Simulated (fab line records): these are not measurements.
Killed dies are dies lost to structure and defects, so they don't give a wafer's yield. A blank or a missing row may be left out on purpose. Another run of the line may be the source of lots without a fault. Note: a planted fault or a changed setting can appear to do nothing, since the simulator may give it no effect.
Matching of chambers	flow sky130	4 sister chambers for SKY_LI_CONTACT_ETCH_15 on rie_diel-01
The step etches PSG in C4F8/O2/Ar, stops on Si, target depth 600 nm. 8 wafers are shown with their chamber, then 8 later ones without.

## EACH WAFER AND ITS CHAMBER
wafer	chamber	rf_fwd_power_W (W)	oes_product_au (a.u.)
L084.1	0	1491	0.833
L084.2	1	1498	0.832
L084.5	1	1493	0.836
L084.6	0	1497	0.837
L085.1	2	1491	0.832
L085.4	3	1487	0.830
L085.5	2	1490	0.833
L090.2	3	1502	0.833

## WAFERS WITH NO CHAMBER GIVEN
wafer	rf_fwd_power_W (W)	oes_product_au (a.u.)
L090.3	1490	0.837
L090.5	1490	0.829
L093.3	1490	0.833
L093.5	1484	0.832
L093.6	1500	0.835
L096.2	1494	0.834
L096.4	1491	0.839
L096.6	1500	0.846

## THE CHAMBER EACH PASSED THROUGH
wafer	from the rows above	in truth
L090.3	can't be placed: 0 or 1 or 2 or 3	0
L090.5	can't be placed: 3 or 2 or 1 or 0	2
L093.3	can't be placed: 2 or 3 or 1 or 0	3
L093.5	can't be placed: 2 or 3 or 1 or 0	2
L093.6	can't be placed: 1 or 0 or 3 or 2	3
L096.2	can't be placed: 1 or 0 or 2 or 3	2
L096.4	can't be placed: 0 or 1 or 2 or 3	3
L096.6	can't be placed: 0 or 1 or 2 or 3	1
Placed correctly: 0 of 8. Not placeable from these rows: 8 (in 8, the candidates include the true chamber). Placed wrongly: 0.
How it was worked out, from the rows above alone: a wafer's distance from a chamber is the root of the sum, over the readings, of the square of ((its reading less the chamber's mean) divided by the reading's scatter). The wafer belongs to the nearest chamber; if the next one is less than 2 further off, it can't be placed. A chamber's mean is the mean of its shown wafers. The scatter: the root of (the sum of the squares of (reading less its chamber's mean) over the shown wafers, divided by (wafers less chambers)).
